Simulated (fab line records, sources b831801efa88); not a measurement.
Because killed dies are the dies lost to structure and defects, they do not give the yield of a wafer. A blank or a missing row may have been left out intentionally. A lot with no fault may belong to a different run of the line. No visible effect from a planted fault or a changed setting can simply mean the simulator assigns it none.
fab line records + flow gf180mcu
record
- lots=12
- wafers=36
- last-day=34
route steps=602 shown HV_LDD@186 PSD@261 SALICIDE@281 V1@336
lots that met no fault: from a run of the same line without faults
start-h: start of the lot's first displayed wafer, in hours after the record's first day + wait-h: how many hours have passed since the lot's step before this one + " unchanged from the row above + L1.1+2: several wafers, shown together as one row + - no value, or no start given + * or withheld: withheld + < > ~ a bound
route shown NAME@n: NAME is a module with steps in the file, n the number in the route of the first one + usual: the fault-free wafers' mean and standard deviation + same: alike in all rows + chamber/n: place in a boat + sites: the reading at each site + _std_site: standard deviation of those values + _edge_site: the outer-site mean with the inner-site mean subtracted + radius-mm: how far each site lies from the wafer's centre + mask NAME#n: copy n + behind: tool/chamber where the wafer was last shaped + hold: cause of the lot's hold/its duration in hours/its outcome + device: the transistor (n, p or np) that didn't switch + end of line: tests run on the same wafers once the route is complete + a step with no rows: only its recipe + killed: not the wafer's yield, but the dies lost to structure and defects at the first sort + map: per-die view of a wafer (x killed, . not killed, _ where there is no die)
set.NAME: the setting the step ran with; set.NAME@STEP: the setting that earlier step ran with + model.NAME: the simulator's own value behind a step, which no gauge read
the route's steps for a sample of lots (tables are steps, rows are wafers)
services: when a tool's chamber went out of use (start-h, in hours from the record's first day, below 0 if earlier), for how many hours, and the reason
## steps
# step GF_HV_LDD_STRIP_10
# recipe
- chemistry=O2/N2
- power-w=1400
- pressure-mtorr=1500
- platen-temp-c=250
- o2-flow-sccm=3000
- n2-flow-sccm=300
- overash-fraction=0.5
# usual
- drypump-motor-current-A=5.92/0.26
- heater-power-w=301/23
- o2-flow-sccm=3000/8.2
- oes-product-au=0.715/0.0044
- strip-time-to-endpoint-s=12.64/0.039
# same
- overash-fraction=0.5
| lot.wafer | tool            | chamber | start-h | wait-h | drypump-motor-current-A | heater-power-w | o2-flow-sccm | oes-product-au | rf-hours-counter-h | strip-time-to-endpoint-s |
|-----------|-----------------|---------|---------|--------|-------------------------|----------------|--------------|----------------|--------------------|--------------------------|
| L762.1    | plasma-asher-02 | 1       | 217.43  | 0.1    | 5.51                    | 310            | 2991         | 0.715          | 58                 | 12.61                    |
| L762.4    | "               | 0       | "       | "      | 6.11                    | 271            | 3000         | 0.717          | -                  | 12.57                    |
| L762.5    | "               | 1       | "       | "      | 5.50                    | 306            | 2996         | 0.716          | -                  | 12.54                    |
| L766.1    | plasma-asher-02 | 1       | 250.23  | 0.1    | 5.53                    | 315            | 2996         | 0.710          | 61                 | 12.65                    |
| L766.2    | "               | 0       | "       | "      | 6.12                    | 273            | 2999         | 0.719          | 61                 | 12.65                    |
| L766.4    | "               | 0       | "       | "      | 6.14                    | 266            | 3012         | 0.716          | -                  | 12.68                    |
| L767.1    | plasma-asher-03 | 1       | 250.63  | 0.1    | 6.00                    | 286            | 3014         | 0.711          | 58                 | 12.58                    |
| L767.2    | "               | 0       | "       | "      | 5.97                    | 314            | 2995         | 0.713          | 58                 | 12.59                    |
| L767.4    | "               | 1       | "       | "      | 6.01                    | 277            | 2992         | 0.710          | -                  | 12.57                    |
| L768.2    | plasma-asher-03 | 1       | 266.43  | 0.1    | 6.00                    | 283            | 3001         | 0.711          | 59                 | 12.60                    |
| L768.5    | "               | 1       | "       | "      | 6.03                    | 285            | 3002         | 0.712          | -                  | 12.57                    |
| L768.6    | "               | 0       | "       | "      | 5.95                    | 309            | 3001         | 0.726          | -                  | 12.56                    |
| L769.1    | plasma-asher-02 | 0       | 266.66  | 0.1    | 6.07                    | 269            | 2990         | 0.712          | 63                 | 12.68                    |
| L769.4    | "               | 1       | "       | "      | 5.51                    | 315            | 2999         | 0.720          | -                  | 12.64                    |
| L769.6    | "               | 0       | "       | "      | 6.13                    | 274            | 2994         | 0.707          | -                  | 12.65                    |
| L771.1    | plasma-asher-03 | 0       | 285.38  | 0.1    | 5.95                    | 317            | 2991         | 0.715          | 61                 | 12.61                    |
| L771.2    | "               | 1       | "       | "      | 6.01                    | 282            | 3004         | 0.716          | 61                 | 12.61                    |
| L771.4    | "               | 0       | "       | "      | 5.94                    | 313            | 2983         | 0.709          | -                  | 12.62                    |
| L777.3    | plasma-asher-02 | 0       | 329.36  | 0.1    | 6.14                    | 270            | 3000         | 0.726          | -                  | 12.63                    |
| L777.5    | "               | 1       | "       | "      | 5.51                    | 315            | 2998         | 0.720          | -                  | 12.65                    |
| L777.6    | "               | 0       | "       | "      | 6.15                    | 267            | 3012         | 0.715          | -                  | 12.63                    |
| L779.1    | plasma-asher-01 | 0       | 342.68  | 0.1    | 5.53                    | 327            | 3004         | 0.717          | 58                 | 12.69                    |
| L779.4    | "               | 1       | "       | "      | 6.36                    | 343            | 2992         | 0.715          | -                  | 12.69                    |
| L779.6    | "               | 0       | "       | "      | 5.54                    | 326            | 2994         | 0.716          | -                  | 12.67                    |
| L781.1    | plasma-asher-03 | 0       | 361.56  | 0.1    | 5.98                    | 324            | 2997         | 0.717          | 69                 | 12.67                    |
| L781.2    | "               | 1       | "       | "      | 6.00                    | 281            | 3011         | 0.710          | 69                 | 12.68                    |
| L781.5    | "               | 1       | "       | "      | 5.99                    | 276            | 3003         | 0.713          | -                  | 12.67                    |
| L783.1    | plasma-asher-03 | 1       | 372.21  | 0.1    | 6.01                    | 282            | 3006         | 0.717          | 70                 | 12.67                    |
| L783.3    | "               | 0       | "       | "      | 5.95                    | 315            | 3002         | 0.720          | -                  | 12.67                    |
| L783.6    | "               | 1       | "       | "      | 6.01                    | 285            | 3001         | 0.719          | -                  | 12.61                    |
| L784.1    | plasma-asher-02 | 0       | 377.86  | 0.1    | 6.14                    | 273            | 2994         | 0.717          | 74                 | 12.61                    |
| L784.5    | "               | 1       | "       | "      | 5.49                    | 308            | 2996         | 0.721          | -                  | 12.63                    |
| L784.6    | "               | 0       | "       | "      | 6.12                    | 263            | 2987         | 0.705          | -                  | 12.63                    |
| L785.2    | plasma-asher-03 | 0       | 388.76  | 0.2    | 5.96                    | 305            | 2996         | 0.721          | 72                 | 12.59                    |
| L785.4    | "               | 0       | "       | "      | 5.95                    | 310            | 3006         | 0.709          | -                  | 12.57                    |
| L785.6    | "               | 0       | "       | "      | 5.95                    | 312            | 3003         | 0.710          | -                  | 12.61                    |
# step GF_PSD_RTA_13
# recipe
- temp-c=1025
- time-s=20
- ambient=N2
# usual
- lamp-power-pct=37.6/1.1
- wafer_temp_C_max=1029.4/1.1
| lot.wafer | tool          | chamber | start-h | wait-h | lamp-power-pct | wafer_temp_C_max |
|-----------|---------------|---------|---------|--------|----------------|------------------|
| L762.1    | rtp-anneal-01 | 0       | 316.87  | 0.0    | 36.5           | 1028.3           |
| L762.4    | "             | 0       | "       | "      | 36.4           | 1027.7           |
| L762.5    | "             | 0       | "       | "      | 36.4           | 1029.2           |
| L766.1    | rtp-anneal-02 | 0       | 357.67  | 0.0    | 38.7           | 1031.4           |
| L766.2    | "             | 0       | "       | "      | 38.8           | 1031.4           |
| L766.4    | "             | 0       | "       | "      | 38.7           | 1030.7           |
| L767.1    | rtp-anneal-01 | 0       | 357.97  | 0.0    | 36.4           | 1028.7           |
| L767.2    | "             | 0       | "       | "      | 36.4           | 1029.9           |
| L767.4    | "             | 0       | "       | "      | 36.5           | 1028.2           |
| L768.2    | rtp-anneal-02 | 0       | 376.63  | 0.0    | 38.7           | 1031.7           |
| L768.5    | "             | 0       | "       | "      | 38.7           | 1029.3           |
| L768.6    | "             | 0       | "       | "      | 38.7           | 1030.1           |
| L769.1    | rtp-anneal-01 | 0       | 378.09  | 0.0    | 36.4           | 1028.9           |
| L769.4    | "             | 0       | "       | "      | 36.5           | 1028.9           |
| L769.6    | "             | 0       | "       | "      | 36.5           | 1030.2           |
| L771.1    | rtp-anneal-02 | 0       | 396.74  | 0.0    | 38.7           | 1030.0           |
| L771.2    | "             | 0       | "       | "      | 38.7           | 1028.9           |
| L771.4    | "             | 0       | "       | "      | 38.8           | 1029.0           |
| L777.3    | rtp-anneal-01 | 0       | 450.08  | 0.0    | 36.4           | 1030.6           |
| L777.5    | "             | 0       | "       | "      | 36.4           | 1029.3           |
| L777.6    | "             | 0       | "       | "      | 36.4           | 1029.1           |
| L779.1    | rtp-anneal-02 | 0       | 466.67  | 0.0    | 38.7           | 1029.3           |
| L779.4    | "             | 0       | "       | "      | 38.7           | 1029.8           |
| L779.6    | "             | 0       | "       | "      | 38.7           | 1030.6           |
| L781.1    | rtp-anneal-02 | 0       | 484.47  | 0.0    | 38.7           | 1031.7           |
| L781.2    | "             | 0       | "       | "      | 38.7           | 1031.0           |
| L781.5    | "             | 0       | "       | "      | 38.7           | 1029.7           |
| L783.1    | rtp-anneal-01 | 0       | 495.52  | 0.0    | 36.5           | 1029.3           |
| L783.3    | "             | 0       | "       | "      | 36.5           | 1032.0           |
| L783.6    | "             | 0       | "       | "      | 36.5           | 1029.6           |
| L784.1    | rtp-anneal-02 | 0       | 502.29  | 0.0    | 38.7           | 1028.9           |
| L784.5    | "             | 0       | "       | "      | 38.7           | 1028.3           |
| L784.6    | "             | 0       | "       | "      | 38.8           | 1029.6           |
| L785.2    | rtp-anneal-01 | 0       | 512.33  | 0.0    | 36.4           | 1028.9           |
| L785.4    | "             | 0       | "       | "      | 36.4           | 1028.7           |
| L785.6    | "             | 0       | "       | "      | 36.5           | 1027.5           |
# step GF_SALICIDE_SPUTTER_03
# recipe
- material=TiN
- target-thk-nm=20
- power-w=6500
- time-s=16.7
- chamber-pressure-pa=0.4
# usual
- cathode-dc-power-W=6499.7/1.1
- throttle-valve-pct=29.7/0.78
| lot.wafer | tool           | chamber | start-h | wait-h | cathode-dc-power-W | throttle-valve-pct |
|-----------|----------------|---------|---------|--------|--------------------|--------------------|
| L762.1    | pvd-sputter-04 | -       | 338.43  | 0.0    | 6499.1             | 29.0               |
| L762.4    | "              | -       | "       | "      | 6500.9             | 29.8               |
| L762.5    | "              | -       | "       | "      | 6499.0             | 28.8               |
| L766.1    | pvd-sputter-01 | -       | 380.79  | 0.0    | 6499.4             | 30.1               |
| L766.2    | "              | -       | "       | "      | 6498.4             | 28.3               |
| L766.4    | "              | -       | "       | "      | 6501.0             | 30.3               |
| L767.1    | pvd-sputter-04 | -       | 381.09  | 0.0    | 6500.1             | 30.1               |
| L767.2    | "              | -       | "       | "      | 6499.8             | 28.9               |
| L767.4    | "              | -       | "       | "      | 6499.9             | 28.8               |
| L768.2    | pvd-sputter-04 | -       | 400.14  | 0.0    | 6500.9             | 29.0               |
| L768.5    | "              | -       | "       | "      | 6499.5             | 30.0               |
| L768.6    | "              | -       | "       | "      | 6497.9             | 28.9               |
| L769.1    | pvd-sputter-01 | -       | 401.45  | 0.0    | 6499.8             | 29.0               |
| L769.4    | "              | -       | "       | "      | 6498.1             | 29.9               |
| L769.6    | "              | -       | "       | "      | 6498.9             | 28.3               |
| L771.1    | pvd-sputter-03 | -       | 420.33  | 0.0    | 6500.2             | 31.5               |
| L771.2    | "              | -       | "       | "      | 6499.4             | 30.3               |
| L771.4    | "              | -       | "       | "      | 6499.7             | 30.8               |
| L777.3    | pvd-sputter-03 | -       | 475.57  | 0.0    | 5742.5             | 31.8               |
| L777.5    | "              | -       | "       | "      | 5742.8             | 31.6               |
| L777.6    | "              | -       | "       | "      | 6499.7             | 29.7               |
| L779.1    | pvd-sputter-01 | -       | 491.18  | 0.0    | 6498.7             | 27.7               |
| L779.4    | "              | -       | "       | "      | 6500.8             | 29.1               |
| L779.6    | "              | -       | "       | "      | 6502.0             | 29.1               |
| L781.1    | pvd-sputter-04 | -       | 509.29  | 0.0    | 6498.0             | 28.9               |
| L781.2    | "              | -       | "       | "      | 6500.7             | 30.1               |
| L781.5    | "              | -       | "       | "      | 6500.7             | 28.8               |
| L783.1    | pvd-sputter-04 | -       | 519.74  | 0.0    | 6499.4             | 30.0               |
| L783.3    | "              | -       | "       | "      | 6500.1             | 29.1               |
| L783.6    | "              | -       | "       | "      | 6497.2             | 30.0               |
| L784.1    | pvd-sputter-04 | -       | 526.49  | 0.0    | 6499.0             | 28.6               |
| L784.5    | "              | -       | "       | "      | 6498.1             | 30.0               |
| L784.6    | "              | -       | "       | "      | 6498.7             | 29.3               |
| L785.2    | pvd-sputter-04 | -       | 535.94  | 0.0    | 6500.2             | 29.9               |
| L785.4    | "              | -       | "       | "      | 6498.4             | 28.6               |
| L785.6    | "              | -       | "       | "      | 6500.3             | 29.9               |
# step GF_SALICIDE_RS_MEAS_04
# recipe
- thk-meas-gauge=four-point-probe
- reads=TiN_of_SALICIDE_SPUTTER_03+Co_of_SALICIDE_SPUTTER_02
# usual
- SALICIDE_TIN_RS=16.3/0.37
| lot.wafer | tool          | chamber | start-h | wait-h | SALICIDE_TIN_RS[ohm/sq] |
|-----------|---------------|---------|---------|--------|-------------------------|
| L762.1    | film-metro-02 | -       | 338.45  | 0.0    | 16.5                    |
| L762.4    | "             | -       | "       | "      | 15.8                    |
| L762.5    | "             | -       | "       | "      | 16.5                    |
| L766.1    | film-metro-04 | -       | 380.82  | 0.0    | 16.8                    |
| L766.2    | "             | -       | "       | "      | 16.7                    |
| L766.4    | "             | -       | "       | "      | 16.6                    |
| L767.1    | film-metro-02 | -       | 381.12  | 0.0    | 15.9                    |
| L767.2    | "             | -       | "       | "      | 15.8                    |
| L767.4    | "             | -       | "       | "      | 16.0                    |
| L768.2    | film-metro-02 | -       | 400.19  | 0.0    | 16.2                    |
| L768.5    | "             | -       | "       | "      | 16.2                    |
| L768.6    | "             | -       | "       | "      | 16.6                    |
| L769.1    | film-metro-03 | -       | 401.48  | 0.0    | 16.4                    |
| L769.4    | "             | -       | "       | "      | 16.1                    |
| L769.6    | "             | -       | "       | "      | 16.6                    |
| L771.1    | film-metro-04 | -       | 420.35  | 0.0    | 16.2                    |
| L771.2    | "             | -       | "       | "      | 16.6                    |
| L771.4    | "             | -       | "       | "      | 16.1                    |
| L777.3    | film-metro-04 | -       | 475.64  | 0.1    | 17.5                    |
| L777.5    | "             | -       | "       | "      | 17.4                    |
| L777.6    | "             | -       | "       | "      | 16.8                    |
| L779.1    | film-metro-02 | -       | 491.21  | 0.0    | 16.1                    |
| L779.4    | "             | -       | "       | "      | 16.1                    |
| L779.6    | "             | -       | "       | "      | 16.1                    |
| L781.1    | film-metro-02 | -       | 509.32  | 0.0    | 16.8                    |
| L781.2    | "             | -       | "       | "      | 16.6                    |
| L781.5    | "             | -       | "       | "      | 16.8                    |
| L783.1    | film-metro-04 | -       | 519.77  | 0.0    | 16.6                    |
| L783.3    | "             | -       | "       | "      | 16.4                    |
| L783.6    | "             | -       | "       | "      | 16.5                    |
| L784.1    | film-metro-04 | -       | 526.52  | 0.0    | 16.4                    |
| L784.5    | "             | -       | "       | "      | 16.4                    |
| L784.6    | "             | -       | "       | "      | 16.1                    |
| L785.2    | film-metro-02 | -       | 535.99  | 0.0    | 16.9                    |
| L785.4    | "             | -       | "       | "      | 17.3                    |
| L785.6    | "             | -       | "       | "      | 17.0                    |
# step GF_SALICIDE_THK_MEAS_05
# recipe
- thk-meas-gauge=xrf
- reads=TiN_of_SALICIDE_SPUTTER_03
# usual
- SALICIDE_TIN_THK=19.83/0.24
| lot.wafer | tool          | chamber | start-h | wait-h | SALICIDE_TIN_THK[nm] |
|-----------|---------------|---------|---------|--------|----------------------|
| L762.1    | film-metro-02 | -       | 338.57  | 0.1    | 19.42                |
| L762.4    | "             | -       | "       | "      | 20.06                |
| L762.5    | "             | -       | "       | "      | 19.63                |
| L766.1    | film-metro-04 | -       | 380.94  | 0.1    | 19.60                |
| L766.2    | "             | -       | "       | "      | 19.82                |
| L766.4    | "             | -       | "       | "      | 19.79                |
| L767.1    | film-metro-02 | -       | 381.24  | 0.1    | 19.97                |
| L767.2    | "             | -       | "       | "      | 19.67                |
| L767.4    | "             | -       | "       | "      | 19.81                |
| L768.2    | film-metro-02 | -       | 400.30  | 0.1    | 19.75                |
| L768.5    | "             | -       | "       | "      | 19.74                |
| L768.6    | "             | -       | "       | "      | 19.60                |
| L769.1    | film-metro-03 | -       | 401.60  | 0.1    | 19.83                |
| L769.4    | "             | -       | "       | "      | 19.83                |
| L769.6    | "             | -       | "       | "      | 19.89                |
| L771.1    | film-metro-04 | -       | 420.47  | 0.1    | 19.95                |
| L771.2    | "             | -       | "       | "      | 20.38                |
| L771.4    | "             | -       | "       | "      | 19.95                |
| L777.3    | film-metro-04 | -       | 475.74  | 0.1    | 17.39                |
| L777.5    | "             | -       | "       | "      | 17.49                |
| L777.6    | "             | -       | "       | "      | 19.72                |
| L779.1    | film-metro-02 | -       | 491.33  | 0.1    | 19.79                |
| L779.4    | "             | -       | "       | "      | 20.19                |
| L779.6    | "             | -       | "       | "      | 20.07                |
| L781.1    | film-metro-02 | -       | 509.44  | 0.1    | 19.68                |
| L781.2    | "             | -       | "       | "      | 19.89                |
| L781.5    | "             | -       | "       | "      | 19.63                |
| L783.1    | film-metro-04 | -       | 519.89  | 0.1    | 19.82                |
| L783.3    | "             | -       | "       | "      | 19.82                |
| L783.6    | "             | -       | "       | "      | 20.14                |
| L784.1    | film-metro-04 | -       | 526.64  | 0.1    | 19.91                |
| L784.5    | "             | -       | "       | "      | 20.14                |
| L784.6    | "             | -       | "       | "      | 20.16                |
| L785.2    | film-metro-02 | -       | 536.10  | 0.1    | 19.65                |
| L785.4    | "             | -       | "       | "      | 19.42                |
| L785.6    | "             | -       | "       | "      | 19.47                |
# step GF_V1_THK_MEAS_01
# recipe
- reads=SiO2_of_V1_CVD_00
# usual
- V1_CVD_00_THK=599/8.4
| lot.wafer | tool          | chamber | start-h | wait-h | V1_CVD_00_THK[nm] |
|-----------|---------------|---------|---------|--------|-------------------|
| L762.1    | film-metro-01 | -       | 385.04  | 0.0    | 591               |
| L762.4    | "             | -       | "       | "      | 585               |
| L762.5    | "             | -       | "       | "      | 589               |
| L766.1    | film-metro-03 | -       | 430.53  | 0.0    | 602               |
| L766.2    | "             | -       | "       | "      | 616               |
| L766.4    | "             | -       | "       | "      | 620               |
| L767.1    | film-metro-03 | -       | 431.48  | 0.0    | 612               |
| L767.2    | "             | -       | "       | "      | 603               |
| L767.4    | "             | -       | "       | "      | 597               |
| L768.2    | film-metro-02 | -       | 451.85  | 0.0    | 605               |
| L768.5    | "             | -       | "       | "      | 606               |
| L768.6    | "             | -       | "       | "      | 595               |
| L769.1    | film-metro-02 | -       | 453.47  | 0.0    | 612               |
| L769.4    | "             | -       | "       | "      | 609               |
| L769.6    | "             | -       | "       | "      | 606               |
| L771.1    | film-metro-01 | -       | 472.58  | 0.0    | 598               |
| L771.2    | "             | -       | "       | "      | 599               |
| L771.4    | "             | -       | "       | "      | 605               |
| L777.3    | film-metro-02 | -       | 526.10  | 0.1    | 592               |
| L777.5    | "             | -       | "       | "      | 593               |
| L777.6    | "             | -       | "       | "      | 591               |
| L779.1    | film-metro-01 | -       | 540.60  | 0.0    | 592               |
| L779.4    | "             | -       | "       | "      | 596               |
| L779.6    | "             | -       | "       | "      | 591               |
| L781.1    | film-metro-02 | -       | 558.09  | 0.0    | 609               |
| L781.2    | "             | -       | "       | "      | 594               |
| L781.5    | "             | -       | "       | "      | 596               |
| L783.1    | film-metro-01 | -       | 568.27  | 0.0    | 602               |
| L783.3    | "             | -       | "       | "      | 592               |
| L783.6    | "             | -       | "       | "      | 595               |
| L784.1    | film-metro-03 | -       | 574.49  | 0.0    | 583               |
| L784.5    | "             | -       | "       | "      | 589               |
| L784.6    | "             | -       | "       | "      | 597               |
| L785.2    | film-metro-03 | -       | 584.14  | 0.0    | 599               |
| L785.4    | "             | -       | "       | "      | 591               |
| L785.6    | "             | -       | "       | "      | 591               |
## services
| tool            | chamber | start-h | hours | kind                   |
|-----------------|---------|---------|-------|------------------------|
| pvd-sputter-03  | -       | 202.48  | 2.3   | repair                 |
| pvd-sputter-01  | -       | 243.70  | 6.5   | repair                 |
| plasma-asher-02 | -       | 244.87  | 0.4   | repair                 |
| plasma-asher-02 | -       | 306.18  | 2.8   | pm                     |
| pvd-sputter-01  | 1       | 308.52  | -     | consumable-replace:kit |
| pvd-sputter-01  | 1       | 308.52  | 18.0  | scheduled-down         |
| pvd-sputter-01  | 1       | 308.52  | 18.0  | vent-cycle             |
| pvd-sputter-01  | -       | 318.73  | 0.6   | repair                 |
| pvd-sputter-03  | 2       | 351.03  | -     | consumable-replace:kit |
| pvd-sputter-03  | 2       | 351.03  | 18.0  | scheduled-down         |
| pvd-sputter-03  | 2       | 351.03  | 18.0  | vent-cycle             |
| pvd-sputter-04  | -       | 353.87  | 10.9  | repair                 |
| pvd-sputter-01  | -       | 365.85  | 5.8   | repair                 |
| pvd-sputter-03  | -       | 375.35  | 2.0   | repair                 |
| plasma-asher-02 | -       | 421.26  | 9.0   | pm                     |
| plasma-asher-02 | 0       | 421.26  | 9.0   | vent-cycle             |
| plasma-asher-02 | 1       | 421.26  | 9.0   | vent-cycle             |
| plasma-asher-02 | 0       | 430.26  | -     | clean                  |
| plasma-asher-02 | 1       | 430.26  | -     | clean                  |
| pvd-sputter-03  | -       | 450.83  | 15.0  | repair                 |
| pvd-sputter-01  | 0       | 462.09  | -     | consumable-replace:kit |
| pvd-sputter-01  | 0       | 462.09  | 18.0  | scheduled-down         |
| pvd-sputter-01  | 0       | 462.09  | 18.0  | vent-cycle             |
| plasma-asher-03 | -       | 485.96  | 0.4   | repair                 |
## key
first-sign
- step=GF_SALICIDE_SPUTTER_03
- reading=cathode-dc-power-W
- direction=down
- sigmas=99+
- usual=6499.7
- struck=5742.7
effect
- step=GF_SALICIDE_RS_MEAS_04
- reading=SALICIDE_TIN_RS
- direction=up
- sigmas=3.1
- usual=16.3
- struck=17.5
effect
- step=GF_SALICIDE_THK_MEAS_05
- reading=SALICIDE_TIN_THK
- direction=down
- sigmas=10
- usual=19.83
- struck=17.44
met-at GF_SALICIDE_SPUTTER_03
struck-lots L777
struck-wafers L777.3,L777.5
tester-left-out L777
not-acting-at GF_HV_LDD_STRIP_10,GF_PSD_RTA_13,GF_V1_THK_MEAS_01
onset-between 420.33 475.57
fault
- kind=process-parameter-drift
- tool=pvd-sputter-03
- chamber=-
- onset-h=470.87
- steps=GF_SALICIDE_SPUTTER_03
- channel=power-w
- offset=-756.95
- shape=step
- end-h=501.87
- acts-in=these-recipes-only
- stated=6500
- scope=struck-wafers-only
# tester-left-out: of these lots the tester's yield and bins aren't shown, on N5 and GAA mostly nor the transistor test; their killed dies are dies lost to structure and defects alone, not to doping, threshold or leakage, so they don't give the yield
